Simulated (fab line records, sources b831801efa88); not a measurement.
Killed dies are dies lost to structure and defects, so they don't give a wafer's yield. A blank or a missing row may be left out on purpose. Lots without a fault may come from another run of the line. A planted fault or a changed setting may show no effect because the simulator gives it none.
Which tool did it? | flow sky130 | 6 lots, 18 wafers sampled, at 2 steps of a route of 708

WHAT THE GAUGES READ, wafer by wafer
SKY_VIA3_OVL_MEAS_13.
lot  | measured     | on         | VIA3_OVL (nm)
L370 | day 40 04:49 | overlay-01 | 2 2 -3
L374 | day 41 12:24 | overlay-02 | -3 -7 -6
L376 | day 41 19:22 | overlay-02 | 6 9 10
L379 | day 42 16:20 | overlay-01 | 8 10 12
L381 | day 43 05:04 | overlay-02 | 10 0 -2
L390 | day 45 19:10 | overlay-02 | -6 -4 -6

WHICH TOOL RAN EACH LOT (tool, then ch and the chambers of the sampled wafers, then the start)
lot  | SKY_FIELD_ISO_WET_ETCH_18
L370 | wet_bench-01 ch 3, day 2 11:35
L374 | wet_bench-04 ch 2, day 3 09:02
L376 | wet_bench-04 ch 0, day 3 19:40
L379 | wet_bench-01 ch 2, day 4 08:59
L381 | wet_bench-04 ch 0, day 4 18:20
L390 | wet_bench-01 ch 3, day 6 17:58
- SKY_FIELD_ISO_WET_ETCH_18: etches Si3N4 in H3PO4, target depth 25 nm, time 276.3 s.

THE ANSWER, worked out from the rows above alone
Rule: what is usual is taken from the lots themselves. Put in order of their means at a reading, lots are off if they are a third of the lots or fewer, leave a main group of 4 or more, and stand apart from it by a gap of 3 or more times the standard deviation of the main group's means; of several such gaps the widest counts. A main group whose means are all the same, to the digits that the tables above print for the reading, isn't used. A lot without any number at a reading at which 4 lots or more have one is off too. The other lots that the step has rows for count as sound.
No lot is off at any reading shown: from this, nothing can be told.

WHAT THE SIMULATOR HAD PUT IN
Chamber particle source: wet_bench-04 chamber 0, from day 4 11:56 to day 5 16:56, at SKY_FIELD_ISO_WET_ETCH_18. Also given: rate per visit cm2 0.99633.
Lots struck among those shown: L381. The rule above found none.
